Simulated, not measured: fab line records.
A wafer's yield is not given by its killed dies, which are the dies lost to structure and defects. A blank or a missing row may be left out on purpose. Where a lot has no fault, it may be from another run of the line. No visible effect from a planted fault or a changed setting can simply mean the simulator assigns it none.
fab line records	flow sfqLine
record: lots: 5	wafers: 15	lastDay: 94
route steps=325 shown I0@47 M1@58 I1@73 M2@88 M8@325
lots that met no fault: from a run of the same line without faults
startH: hours from the record's opening day to when the first of the lot's shown wafers began	waitH: hours from the lot's prior step to this one	" same as the row above	L1.1+2: several wafers, shown together as one row	- no value, or no start given	* or withheld: withheld	< > ~ a bound
route shown NAME@n: names a module that has steps shown in the file, with the first one's number in the route	usual: mean/standard deviation of fault-free wafers	same: alike in all rows	chamber/n: place in a boat	sites: the reading at each site	_std_site: how widely they spread, as a standard deviation	_edge_site: the outer-site mean with the inner-site mean subtracted	radiusMm: for every site, how far away it sits from the centre of the wafer	mask NAME#n: copy n	behind: the tool/chamber that last shaped the wafer	hold: why the lot went on hold/how many hours it stayed there/how the hold came to an end	device: the transistor (n, p or np) that didn't switch	end of line: the tests these same wafers got at the end of their route	step lacking rows: just its recipe	killed: not the wafer's yield, but the dies lost to structure and defects at the first sort	map: the dies of a wafer, with x for killed, . for not killed, _ for no die there
set.NAME: the setting the step ran with; set.NAME@STEP: the setting that earlier step ran with	model.NAME: the simulator's own value behind a step, which no gauge read
lots at selected steps of the route; one table per step, one row per wafer
services: a tool's chamber out of use, with start hour (startH, from the record's first day; less than 0 if before it), hours out, and reason
== steps ==
step: SFQ_TRILAYER_I0_VIA_LITHO_COAT_036
recipe: resist: BARC	spinRpm: 3000	resistThkNm: 62
step: SFQ_TRILAYER_I0_VIA_LITHO_COAT_031
recipe: resist: KrF	spinRpm: 3000	resistThkNm: 650
step: SFQ_TRILAYER_I0_VIA_LITHO_SOFTBAKE_035
recipe: tempC: withheld	timeS: withheld	resist: KrF
step: SFQ_TRILAYER_I0_VIA_LITHO_EXPOSE_032
recipe: maskId: I0	na: 0.6	sourceShape: conventional	sigmaOuter: 0.65	targetCdNm: 500	doseMj: 21.3
step: SFQ_TRILAYER_I0_VIA_LITHO_PEB_034
recipe: pebTempC: 115	pebTimeS: 60	resist: KrF
step: SFQ_TRILAYER_I0_VIA_LITHO_DEVELOP_033
recipe: timeS: 60	resist: KrF
step: SFQ_I0_OVL_MEAS_908
usual: I0_OVL: 0/5
lot.wafer	tool	chamber	startH	waitH	I0_OVL[nm]
L409.2	overlay-02	-	438.32	0.1	1
L409.4	"	-	"	"	4
L409.5	"	-	"	"	3
L413.1	overlay-02	-	496.37	0.1	2
L413.3	"	-	"	"	1
L413.4	"	-	"	"	5
L419.1	overlay-01	-	564.82	0.1	2
L419.2	"	-	"	"	0
L419.4	"	-	"	"	2
L421.3	overlay-02	-	579.92	0.1	3
L421.4	"	-	"	"	6
L421.5	"	-	"	"	9
L424.2	overlay-01	-	603.92	0.1	-5
L424.5	"	-	"	"	-4
L424.6	"	-	"	"	-2
step: SFQ_TRILAYER_I0_VIA_BARC_OPEN_VIA_ETCH_046
recipe: maskMaterial: PR	chemistry: O2	targetDepthNm: 125	target: BARC	sourceW: 500	biasW: 80	pressureMtorr: 30	timeS: 41.7
step: SFQ_TRILAYER_I0_VIA_ETCH_VIA_ETCH_034
recipe: target: SiO2	stopOn: Nb	maskMaterial: PR	taperDeg: 20	chemistry: CHF3	targetDepthNm: 260	sourceW: 500	biasW: 80	pressureMtorr: 30	timeS: withheld
step: SFQ_TRILAYER_I0_VIA_STRIP_STRIP_035
recipe: gas: O2	powerW: 200	platenTempC: 40	overashFraction: 0.65	chemistry: O2	pressureMtorr: 50
usual: drypumpMotorCurrentA: 5.42/0.18	heBacksideLeakSccm: 3.6/0.34	oesProductAu: 1.006/0.0099
lot.wafer	tool	chamber	startH	waitH	drypumpMotorCurrentA	heBacksideLeakSccm	oesProductAu	rfHoursCounterH
L409.2	rieMetal-03	0	438.51	-	5.51	3.4	0.995	45
L409.4	"	0	"	"	5.50	3.3	0.992	-
L409.5	"	0	"	"	5.52	3.3	0.989	-
L413.1	rieMetal-04	0	496.56	-	5.27	3.1	1.010	8
L413.3	"	0	"	"	5.29	3.4	1.006	-
L413.4	"	1	"	"	5.16	3.6	1.012	-
L419.1	rieMetal-03	0	565.01	-	5.49	3.3	0.997	63
L419.2	"	1	"	"	5.78	3.3	1.017	30
L419.4	"	0	"	"	5.52	3.1	0.991	-
L421.3	rieMetal-01	1	580.30	-	5.36	3.8	1.008	-
L421.4	"	0	"	"	5.42	3.9	0.993	-
L421.5	"	1	"	"	5.36	3.8	1.017	-
L424.2	rieMetal-01	0	604.10	-	5.41	3.7	1.005	82
L424.5	"	0	"	"	5.38	3.8	1.003	-
L424.6	"	1	"	"	5.37	3.7	1.012	-
step: SFQ_TRILAYER_I0_VIA_STRIP_SOLV_CLEAN_036
recipe: chemistry: NMP	tempC: 70	timeS: 600
step: SFQ_TRILAYER_M1_DEP_PRE_CLEAN_038
recipe: gas: Ar	timeS: 22.5	biasV: 250
step: SFQ_TRILAYER_M1_DEP_SPUTTER_037
recipe: material: Nb	basePressurePa: 1.33e-06	chamberPressurePa: 0.1333	substrateTempC: 20	resputterCathodeVoltageV: 400	targetThkNm: 200	powerW: 2000	timeS: 133.3
usual: substrateTempC: 20.00/0.11	throttleValvePct: 30.3/1
lot.wafer	tool	chamber	startH	waitH	substrateTempC	throttleValvePct	model.Nb_of_TRILAYER_M1_DEP_SPUTTER_037.thkNm
L409.2	pvdSputter-05	-	439.31	0.0	20.02	31.4	198.3
L409.4	"	-	"	"	20.06	30.7	197.2
L409.5	"	-	"	"	19.99	31.6	197.2
L413.1	pvdSputter-04	-	497.36	0.0	19.87	29.8	202.8
L413.3	"	-	"	"	19.93	29.3	192.3
L413.4	"	-	"	"	20.12	29.3	199.7
L419.1	pvdSputter-03	-	565.81	0.0	19.91	29.9	198.2
L419.2	"	-	"	"	20.12	29.8	199.4
L419.4	"	-	"	"	20.01	31.1	199.8
L421.3	pvdSputter-03	-	580.90	0.0	20.07	29.7	199.9
L421.4	"	-	"	"	20.07	31.0	201.5
L421.5	"	-	"	"	20.07	30.9	201.2
L424.2	pvdSputter-03	-	604.90	0.0	19.93	29.9	200.9
L424.5	"	-	"	"	19.86	29.8	202
L424.6	"	-	"	"	20.23	31.1	201.7
step: SFQ_M1_RS_MEAS_909
recipe: thkMeasGauge: four-point-probe	reads: Nb_of_TRILAYER_M1_DEP_SPUTTER_037
usual: M1_NB_RS: 0.893/0.01
lot.wafer	tool	chamber	startH	waitH	M1_NB_RS[ohm/sq]
L409.2	filmMetro-03	-	439.42	0.1	0.898
L409.4	"	-	"	"	0.903
L409.5	"	-	"	"	0.903
L413.1	filmMetro-03	-	497.45	0.0	0.877
L413.3	"	-	"	"	0.924
L413.4	"	-	"	"	0.888
L419.1	filmMetro-02	-	565.90	0.0	0.897
L419.2	"	-	"	"	0.892
L419.4	"	-	"	"	0.890
L421.3	filmMetro-03	-	581.03	0.1	0.891
L421.4	"	-	"	"	0.882
L421.5	"	-	"	"	0.882
L424.2	filmMetro-02	-	605.01	0.1	0.887
L424.5	"	-	"	"	0.878
L424.6	"	-	"	"	0.881
step: SFQ_TRILAYER_M1_LITHO_COAT_044
recipe: resist: BARC	spinRpm: 3000	resistThkNm: 62
step: SFQ_TRILAYER_M1_LITHO_COAT_039
recipe: resist: KrF	spinRpm: 3000	resistThkNm: 600
step: SFQ_TRILAYER_M1_LITHO_SOFTBAKE_043
recipe: tempC: withheld	timeS: withheld	resist: KrF
step: SFQ_TRILAYER_M1_LITHO_EXPOSE_040
recipe: maskId: M1	na: 0.6	sourceShape: conventional	sigmaOuter: 0.65	targetCdNm: 500	doseMj: 14.4
step: SFQ_TRILAYER_M1_LITHO_PEB_042
recipe: pebTempC: 115	pebTimeS: 60	resist: KrF
step: SFQ_TRILAYER_M1_LITHO_DEVELOP_041
recipe: timeS: 60	resist: KrF
step: SFQ_M1_OVL_MEAS_911
usual: M1_OVL: 2/6.7
lot.wafer	tool	chamber	startH	waitH	M1_OVL[nm]
L409.2	overlay-02	-	597.92	0.1	3
L409.4	"	-	"	"	1
L409.5	"	-	"	"	4
L413.1	overlay-01	-	654.43	0.1	-1
L413.3	"	-	"	"	0
L413.4	"	-	"	"	0
L419.1	overlay-02	-	722.18	0.1	-5
L419.2	"	-	"	"	-4
L419.4	"	-	"	"	-9
L421.3	overlay-01	-	740.08	0.1	-4
L421.4	"	-	"	"	-5
L421.5	"	-	"	"	-4
L424.2	overlay-01	-	764.43	0.1	2
L424.5	"	-	"	"	-1
L424.6	"	-	"	"	1
step: SFQ_TRILAYER_M1_BARC_OPEN_METAL_ETCH_054
recipe: maskMaterial: PR	chemistry: O2	targetDepthNm: 125	target: BARC	icpW: 600	biasW: 80	pressureMtorr: 10	timeS: 41.7
step: SFQ_TRILAYER_M1_ETCH_METAL_ETCH_042
recipe: target: Nb	stopOn: SiO2	maskMaterial: PR	chemistry: Cl2/Ar	targetDepthNm: 240	icpW: 600	biasW: 80	pressureMtorr: 10	timeS: 120
usual: drypumpMotorCurrentA: 5.6/0.36	heBacksideLeakSccm: 3.5/0.37	oesProductAu: 0.892/0.0073
lot.wafer	tool	chamber	startH	waitH	drypumpMotorCurrentA	heBacksideLeakSccm	oesProductAu	rfHoursCounterH	model.M1.featureDepthNm	model.etch.depthNm
L409.2	rieMetal-01	1	598.01	0.0	5.4	3.6	0.889	3	198.3	198.3
L409.4	"	0	"	"	5.4	3.6	0.885	-	197.2	197.2
L409.5	"	1	"	"	5.4	3.5	0.883	-	197.2	197.2
L413.1	rieMetal-02	1	654.53	0.0	6.4	3.3	0.905	38	202.8	202.8
L413.3	"	1	"	"	6.4	3.3	0.873	-	192.3	192.3
L413.4	"	0	"	"	5.3	3.3	0.889	-	199.7	199.7
L419.1	rieMetal-03	1	722.28	0.0	5.8	3.1	0.888	45	198.2	198.2
L419.2	"	0	"	"	5.5	3.2	0.890	74	199.4	199.4
L419.4	"	0	"	"	5.5	3.2	0.897	-	199.8	199.8
L421.3	rieMetal-01	1	740.20	0.1	5.4	3.6	0.890	-	199.9	199.9
L421.4	"	0	"	"	5.4	3.7	0.895	-	201.5	201.5
L421.5	"	1	"	"	5.4	3.6	0.900	-	201.2	201.2
L424.2	rieMetal-01	0	764.52	0.0	5.4	3.7	0.893	102	200.9	200.9
L424.5	"	0	"	"	5.4	3.8	0.892	-	202	202
L424.6	"	1	"	"	5.4	3.6	0.898	-	201.7	201.7
step: SFQ_TRILAYER_M1_STRIP_STRIP_043
recipe: gas: O2	powerW: 200	platenTempC: 40	overashFraction: 0.65	chemistry: O2	pressureMtorr: 50
usual: drypumpMotorCurrentA: 5.6/0.36	heBacksideLeakSccm: 3.48/0.3	oesProductAu: 1.003/0.01
lot.wafer	tool	chamber	startH	waitH	drypumpMotorCurrentA	heBacksideLeakSccm	oesProductAu	rfHoursCounterH
L409.2	rieMetal-01	1	598.13	0.1	5.3	3.88	1.016	3
L409.4	"	0	"	"	5.4	3.75	0.990	-
L409.5	"	1	"	"	5.4	3.75	1.007	-
L413.1	rieMetal-02	1	654.66	0.1	6.5	3.03	1.007	38
L413.3	"	1	"	"	6.5	3.11	1.000	-
L413.4	"	0	"	"	5.3	3.45	0.987	-
L419.1	rieMetal-03	1	722.40	0.1	5.8	3.32	1.023	45
L419.2	"	0	"	"	5.5	3.32	1.004	74
L419.4	"	0	"	"	5.5	3.34	1.017	-
L421.3	rieMetal-01	1	740.49	0.2	5.4	3.51	1.007	-
L421.4	"	0	"	"	5.3	3.50	1.005	-
L421.5	"	1	"	"	5.4	3.64	1.011	-
L424.2	rieMetal-01	0	764.65	0.1	5.4	3.94	1.000	102
L424.5	"	0	"	"	5.4	3.54	0.996	-
L424.6	"	1	"	"	5.4	3.41	1.009	-
step: SFQ_TRILAYER_M1_STRIP_SOLV_CLEAN_044
recipe: chemistry: NMP	tempC: 70	timeS: 600
step: SFQ_TRILAYER_I1_DEP_PECVD_045
recipe: material: SiO2	tempC: 150	timeS: 111.11	pressureTorr: 2.4	rfW: 183.3	precursor: SiH4/N2O	targetThkNm: 500
usual: heaterPowerOuterW: 37/10	heaterPowerW: 94/14	throttleValvePct: 24.6/0.97
lot.wafer	tool	chamber	startH	waitH	heaterPowerOuterW	heaterPowerW	throttleValvePct
L409.2	pecvd-02	1	598.91	0.0	38	90	23.6
L409.4	"	1	"	"	42	93	23.4
L409.5	"	1	"	"	45	96	23.5
L413.1	pecvd-01	1	655.43	0.0	37	98	25.3
L413.3	"	0	"	"	24	83	24.1
L413.4	"	2	"	"	43	111	23.9
L419.1	pecvd-04	1	723.18	0.0	23	76	25.6
L419.2	"	2	"	"	34	88	26.0
L419.4	"	2	"	"	35	89	25.8
L421.3	pecvd-04	0	741.06	0.0	43	99	24.3
L421.4	"	0	"	"	29	87	24.2
L421.5	"	2	"	"	26	78	25.7
L424.2	pecvd-02	1	765.42	0.0	48	100	23.9
L424.5	"	0	"	"	24	74	23.7
L424.6	"	2	"	"	52	120	24.7
step: SFQ_TRILAYER_I1_CMP_CMP_046
recipe: material: SiO2	downForcePsi: 3	platenRpm: 60	padVelocityMS: 0.94248
step: SFQ_I1_BOW_MEAS_912
recipe: mode: bow
usual: I1_BOW: 1/6.9
lot.wafer	tool	chamber	startH	waitH	I1_BOW[um]
L409.2	filmMetro-01	-	602.04	2.0	1
L409.4	"	-	"	"	0
L409.5	"	-	"	"	2
L413.1	filmMetro-01	-	658.58	2.5	0
L413.3	"	-	"	"	6
L413.4	"	-	"	"	3
L419.1	filmMetro-03	-	726.90	1.0	6
L419.2	"	-	"	"	-3
L419.4	"	-	"	"	4
L421.3	filmMetro-01	-	744.18	2.5	9
L421.4	"	-	"	"	-2
L421.5	"	-	"	"	3
L424.2	filmMetro-03	-	770.32	1.5	4
L424.5	"	-	"	"	1
L424.6	"	-	"	"	0
step: SFQ_TRILAYER_I1_METRO_MEASURE_047
step: SFQ_TRILAYER_I1_VIA_LITHO_COAT_054
recipe: resist: BARC	spinRpm: 3000	resistThkNm: 62
step: SFQ_TRILAYER_I1_VIA_LITHO_COAT_049
recipe: resist: KrF	spinRpm: 3000	resistThkNm: 650
step: SFQ_TRILAYER_I1_VIA_LITHO_SOFTBAKE_053
recipe: tempC: withheld	timeS: withheld	resist: KrF
step: SFQ_TRILAYER_I1_VIA_LITHO_EXPOSE_050
recipe: maskId: I1	na: 0.6	sourceShape: conventional	sigmaOuter: 0.65	targetCdNm: 500	doseMj: 21.3
step: SFQ_TRILAYER_I1_VIA_LITHO_PEB_052
recipe: pebTempC: 115	pebTimeS: 60	resist: KrF
step: SFQ_TRILAYER_I1_VIA_LITHO_DEVELOP_051
recipe: timeS: 60	resist: KrF
step: SFQ_I1_OVL_MEAS_913
usual: I1_OVL: 1/4.8
lot.wafer	tool	chamber	startH	waitH	I1_OVL[nm]
L409.2	overlay-01	-	605.60	0.1	-1
L409.4	"	-	"	"	3
L409.5	"	-	"	"	5
L413.1	overlay-01	-	702.23	0.1	3
L413.3	"	-	"	"	1
L413.4	"	-	"	"	3
L419.1	overlay-02	-	730.47	0.1	7
L419.2	"	-	"	"	7
L419.4	"	-	"	"	7
L421.3	overlay-01	-	748.84	0.1	-6
L421.4	"	-	"	"	2
L421.5	"	-	"	"	-1
L424.2	overlay-01	-	779.25	0.1	0
L424.5	"	-	"	"	6
L424.6	"	-	"	"	-3
step: SFQ_TRILAYER_I1_VIA_BARC_OPEN_VIA_ETCH_071
recipe: maskMaterial: PR	chemistry: O2	targetDepthNm: 125	target: BARC	sourceW: 500	biasW: 80	pressureMtorr: 30	timeS: 41.7
step: SFQ_TRILAYER_I1_VIA_ETCH_VIA_ETCH_052
recipe: target: SiO2	stopOn: Nb	maskMaterial: PR	taperDeg: 20	chemistry: CHF3	targetDepthNm: 260	sourceW: 500	biasW: 80	pressureMtorr: 30	timeS: withheld
usual: drypumpMotorCurrentA: 5.2/0.35	oesProductAu: 0.855/0.0052
lot.wafer	tool	chamber	startH	waitH	drypumpMotorCurrentA	oesProductAu
L409.2	rieDiel-04	3	605.67	0.0	5.5	0.859
L409.4	"	0	"	"	5.0	0.864
L409.5	"	0	"	"	5.0	0.862
L413.1	rieDiel-02	2	702.31	0.0	5.0	0.856
L413.3	"	1	"	"	4.9	0.855
L413.4	"	0	"	"	5.5	0.843
L419.1	rieDiel-02	2	730.54	0.0	5.0	0.842
L419.2	"	1	"	"	4.9	0.848
L419.4	"	3	"	"	4.9	0.856
L421.3	rieDiel-02	2	748.90	0.0	5.0	0.859
L421.4	"	3	"	"	4.9	0.863
L421.5	"	2	"	"	5.0	0.858
L424.2	rieDiel-02	3	779.32	0.0	4.9	0.854
L424.5	"	3	"	"	4.9	0.855
L424.6	"	2	"	"	5.0	0.857
step: SFQ_TRILAYER_I1_VIA_STRIP_STRIP_053
recipe: gas: O2	powerW: 200	platenTempC: 40	overashFraction: 0.65	chemistry: O2	pressureMtorr: 50
usual: drypumpMotorCurrentA: 5.5/0.44	heBacksideLeakSccm: 3.5/0.33	oesProductAu: 1.003/0.0081
lot.wafer	tool	chamber	startH	waitH	drypumpMotorCurrentA	heBacksideLeakSccm	oesProductAu	rfHoursCounterH
L409.2	rieMetal-02	0	605.78	-	5.3	3.1	0.994	76
L409.4	"	1	"	"	6.4	3.0	0.997	-
L409.5	"	0	"	"	5.3	3.2	0.996	-
L413.1	rieMetal-01	0	702.42	-	5.4	3.8	1.014	94
L413.3	"	0	"	"	5.3	3.6	1.004	-
L413.4	"	1	"	"	5.4	3.4	1.008	-
L419.1	rieMetal-04	0	730.66	-	5.3	3.5	1.013	36
L419.2	"	1	"	"	5.1	3.7	1.013	50
L419.4	"	1	"	"	5.2	3.8	0.997	-
L421.3	rieMetal-02	1	749.21	-	6.4	3.2	1.016	-
L421.4	"	0	"	"	5.3	3.6	1.000	-
L421.5	"	0	"	"	5.3	3.4	1.006	-
L424.2	rieMetal-04	0	779.43	-	5.3	6.4	1.004	43
L424.5	"	0	"	"	5.3	3.4	0.992	-
L424.6	"	1	"	"	5.2	3.7	1.007	-
step: SFQ_TRILAYER_I1_VIA_STRIP_SOLV_CLEAN_054
recipe: chemistry: NMP	tempC: 70	timeS: 600
step: SFQ_TRILAYER_M2_DEP_PRE_CLEAN_056
recipe: gas: Ar	timeS: 22.5	biasV: 250
step: SFQ_M8_BOW_MEAS_951
recipe: mode: bow
usual: M8_BOW: 8/9.7
lot.wafer	tool	chamber	startH	waitH	M8_BOW[um]	model.etest.m1.ohmUm	model.etest.i0.linkOhm	model.etest.m1.ohmSq	model.etest.i1.linkOhm
L409.2	filmMetro-04	-	1897.59	0.0	4	1.778	1.97	0.8976	1.972
L409.4	"	-	"	"	3	1.795	1.986	0.9022	1.968
L409.5	"	-	"	"	6	1.799	1.983	0.9023	1.976
L413.1	filmMetro-04	-	1970.88	0.0	8	1.766	1.956	0.8775	1.954
L413.3	"	-	"	"	15	1.859	2.005	0.9256	2.002
L413.4	"	-	"	"	12	1.79	1.978	0.891	1.972
L419.1	filmMetro-02	-	2168.54	0.0	8	1.783	1.971	0.8981	1.957
L419.2	"	-	"	"	-1	1.777	1.972	0.8926	1.954
L419.4	"	-	"	"	6	1.785	1.962	0.8905	1.957
L421.3	filmMetro-04	-	2175.54	0.0	44	1.773	1.957	0.89	1.937
L421.4	"	-	"	"	32	1.757	1.939	0.8831	1.929
L421.5	"	-	"	"	39	1.763	1.937	0.8843	1.924
L424.2	filmMetro-04	-	2252.86	0.0	10	1.771	1.964	0.886	1.954
L424.5	"	-	"	"	8	1.761	1.938	0.8808	1.94
L424.6	"	-	"	"	7	1.76	1.956	0.8821	1.949
== services ==
tool	chamber	startH	hours	kind
rieDiel-02	-	416.76	0.6	repair
rieMetal-01	-	422.46	0.2	repair
pvdSputter-03	-	427.33	1.2	repair
rieDiel-02	3	430.74	8.2	repair
rieMetal-03	1	443.79	8.5	repair
rieMetal-02	-	456.79	0.6	repair
rieMetal-04	0	458.12	19.4	repair
rieMetal-03	-	498.99	4.9	repair
rieMetal-04	0	518.06	14.3	repair
rieDiel-02	3	522.95	14.5	repair
pvdSputter-03	-	523.77	3.4	repair
rieDiel-02	-	567.88	1.1	repair
rieMetal-03	-	578.56	1.0	repair
rieDiel-02	1	598.31	5.2	repair
rieMetal-03	0	599.35	48.2	repair
rieMetal-03	1	627.63	16.1	repair
rieMetal-02	-	633.73	0.5	repair
rieMetal-03	-	646.13	28.1	pm
rieMetal-03	-	674.23	2.8	pm
rieMetal-03	1	685.24	2.5	repair
rieDiel-02	0	727.09	8.0	repair
rieMetal-02	-	746.79	0.6	repair
rieMetal-03	-	751.85	15.6	pm
rieMetal-02	0	775.72	5.6	repair
== key ==
firstSign none at tools or gauges
modelEffect: step: SFQ_TRILAYER_M1_DEP_SPUTTER_037	value: Nb_of_TRILAYER_M1_DEP_SPUTTER_037.thkNm	without: 201.6	struck: 192.3
modelEffect: step: SFQ_TRILAYER_M1_ETCH_METAL_ETCH_042	value: M1.featureDepthNm	without: 201.6	struck: 192.3
modelEffect: step: SFQ_M8_BOW_MEAS_951	value: etest.m1.ohmUm	without: 1.773	struck: 1.859
metAt SFQ_TRILAYER_M1_DEP_SPUTTER_037
struckWafers L413.3
fault: kind: processParameterDrift	tool: pvdSputter-04	chamber: -	onsetH: 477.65	steps: SFQ_TRILAYER_M1_DEP_SPUTTER_037	channel: targetThkNm	offset: -9.3368	shape: step	endH: 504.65	actsIn: theseRecipesOnly	stated: 200	scope: struckWafersOnly
